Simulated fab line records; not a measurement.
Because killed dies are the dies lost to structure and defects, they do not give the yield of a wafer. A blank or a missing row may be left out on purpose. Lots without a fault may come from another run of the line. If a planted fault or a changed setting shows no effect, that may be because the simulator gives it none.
Chamber matching ; flow sky130 ; 4 sister chambers for SKY_VIA4_CMP_02 on cmp-02
The step polishes SiO2. 27 wafers are shown with their chamber, then 12 later ones without.

EACH WAFER AND ITS CHAMBER
wafer;chamber;motorCurrentA (A)
L077.1;2;12.9
L077.3;1;12.6
L077.4;0;12.9
L078.2;0;14.0
L078.3;2;12.7
L078.4;3;10.0
L081.3;0;13.6
L081.4;3;10.5
L081.6;0;13.7
L082.4;3;9.7
L082.5;3;9.9
L082.6;0;13.8
L083.1;0;13.5
L083.2;2;12.2
L083.4;1;13.5
L085.1;0;13.2
L085.4;3;10.5
L085.6;2;12.0
L084.2;2;12.6
L084.5;0;12.4
L084.6;3;9.6
L087.3;2;12.5
L087.4;1;12.3
L087.6;2;12.7
L089.2;3;9.5
L089.3;0;13.5
L089.5;1;12.9

SIGNATURES (means of the wafers above)
reading;chamber 0;chamber 1;chamber 2;chamber 3;scatter within a chamber
motorCurrentA;13.400;12.825;12.514;9.957;0.434
Rule: for each reading, subtract the chamber's mean from the wafer's reading, divide by that reading's scatter and square the result; add these up over the readings and take the root, which gives the wafer's distance from the chamber. If the next closest chamber is less than 2 further off than the closest, the wafer can't be placed; otherwise it belongs to the closest. The scatter: take each reading less its chamber's mean, square it, sum over the shown wafers, divide by the number of wafers less the number of chambers, and take the root.

WAFERS WHOSE CHAMBER IS MISSING
wafer;motorCurrentA (A)
L090.3;10.3
L090.5;12.4
L090.6;13.1
L093.2;12.9
L093.4;10.5
L093.6;12.9
L094.1;12.1
L094.4;13.1
L094.6;9.6
L096.1;12.3
L096.3;10.2
L096.4;13.5

CHAMBER TAKEN BY EACH
wafer;from the rows above;in truth
L090.3;3;3
L090.5;can't be placed: 2 or 1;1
L090.6;can't be placed: 1 or 0 or 2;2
L093.2;can't be placed: 1 or 2 or 0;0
L093.4;3;3
L093.6;can't be placed: 1 or 2 or 0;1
L094.1;can't be placed: 2 or 1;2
L094.4;can't be placed: 1 or 0 or 2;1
L094.6;3;3
L096.1;can't be placed: 2 or 1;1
L096.3;3;3
L096.4;can't be placed: 0 or 1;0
Correctly placed: 4 of 12. Cannot be placed on the basis of these rows: 8; the candidates contain the true chamber in 8. Wrongly placed: 0.
